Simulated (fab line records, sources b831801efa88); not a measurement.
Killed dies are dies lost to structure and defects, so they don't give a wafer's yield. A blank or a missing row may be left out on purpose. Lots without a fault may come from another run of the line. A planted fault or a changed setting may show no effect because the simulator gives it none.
A struck lot beside a sound one | flow gf180mcu | 16 steps out of a route of 602
Sound: wafers L497.2, L497.4, L497.6. Struck: wafers L513.2, L513.4, L513.6. The cause comes at the end.
At each step with rows: each side's tool, then ch and its chambers, then its first start. Under that, the readings that differ: sound wafers | struck wafers | difference of the means | sigmas: that difference in standard deviations of wafers without a fault.
alike: readings whose means differ by less than 2 such deviations, and words and numbers that are the same on both sides. not compared: withheld readings, readings that some wafer has no value for, bounds like >300 that may hide the same value, and numbers for which the record gives no deviation and whose values overlap.
The two part at a step that has a row with sigmas, a row that says differs or no value, or rows on one side only. Numbers that don't overlap but have no deviation are shown without sigmas and don't part them. A reading that every wafer of one side lacks parts them only if that side has two wafers or more.

first, 5 steps without rows for these wafers: GF_M5_COAT_02 (resist thk 1000 nm); GF_M5_SOFTBAKE_03 (time 60 s); GF_M5_EXPOSE_04 (exposes mask Metal5, target cd 280 nm); GF_M5_PEB_05 (peb time 90 s); GF_M5_DEVELOP_06 (develop time 60 s).
GF_M5_CD_MEAS_07: target cd 280 nm.
  sound on cd_sem-02, day 28 07:59; struck on cd_sem-01, day 32 15:13
  alike: cd_nm
GF_M5_OVL_MEAS_08:
  sound on overlay-01, day 28 08:05; struck on overlay-02, day 32 15:20
  alike: M5_OVL
GF_M5_ETCH_09: etches Si3N4 in CF4/O2, target depth 52 nm, time 11.6 s.
  sound on rie_diel-02 ch 0,3, day 28 08:07; struck on rie_diel-01 ch 1,2, day 32 15:22
  alike: drypump_motor_current_A, oes_product_au, throttle_valve_pct
  not compared: rf_hours_counter_h
GF_M5_METAL_ETCH_10: etches the open film in Cl2/BCl3, stops on SiO2, target depth 750.8 nm, time 125.1 s.
  sound on rie_metal-02 ch 0,1, day 28 08:08; struck on rie_metal-04 ch 0,1, day 32 15:23
  alike: drypump_motor_current_A, mfc_cl2_sccm, oes_product_au, throttle_valve_pct
  not compared: rf_hours_counter_h
GF_M5_STRIP_11: strips in O2/N2.
  sound on plasma_asher-04 ch 1, day 28 08:16; struck on plasma_asher-01 ch 0,1, day 32 15:31
  alike: drypump_motor_current_A, heater_power_w, oes_product_au, strip_time_to_endpoint_s
  not compared: rf_hours_counter_h
then, 2 steps without rows for these wafers: GF_M5_STRIP_12 (strips in post etch residue remover, time 1200 s); GF_M5_CLEAN_13 (cleans in DIW).
GF_V5_CVD_00: deposits SiO2, target thk 300 nm, time 52.32 s.
  sound on hdpcvd-02 ch 1,2, day 28 08:50; struck on hdpcvd-01 ch 1,2, day 32 16:02
  alike: sih4_flow_sccm
GF_V5_THK_MEAS_01:
  sound on film_metro-02, day 28 08:54; struck on film_metro-04, day 32 16:06
  reading            | sound       | struck      | difference | sigmas
  V5_CVD_00_THK (nm) | 313 310 314 | 251 251 250 | -62        | -17
GF_V5_CVD_02: deposits SiO2 from TEOS, target thk 1450 nm, time 163.28 s.
  sound on pecvd-03 ch 0,1, day 28 08:57; struck on pecvd-03 ch 0,2, day 32 16:09
  alike: heater_power_outer_w, heater_power_w
-- the record jumps here: 2 days lie between the struck wafers' starts before and after (it left off in module V5 and takes up again in module PASSIVATION, whose first step shown is number 602 of the route) --
GF_PASSIVATION_PROBE_99:
  the record has rows for the struck wafers here (prober-02, day 34 19:50) and none for the sound ones

WHERE THEY PART
First at GF_V5_THK_MEAS_01; last, within this record, at GF_PASSIVATION_PROBE_99.

WHY: what the simulator had put in
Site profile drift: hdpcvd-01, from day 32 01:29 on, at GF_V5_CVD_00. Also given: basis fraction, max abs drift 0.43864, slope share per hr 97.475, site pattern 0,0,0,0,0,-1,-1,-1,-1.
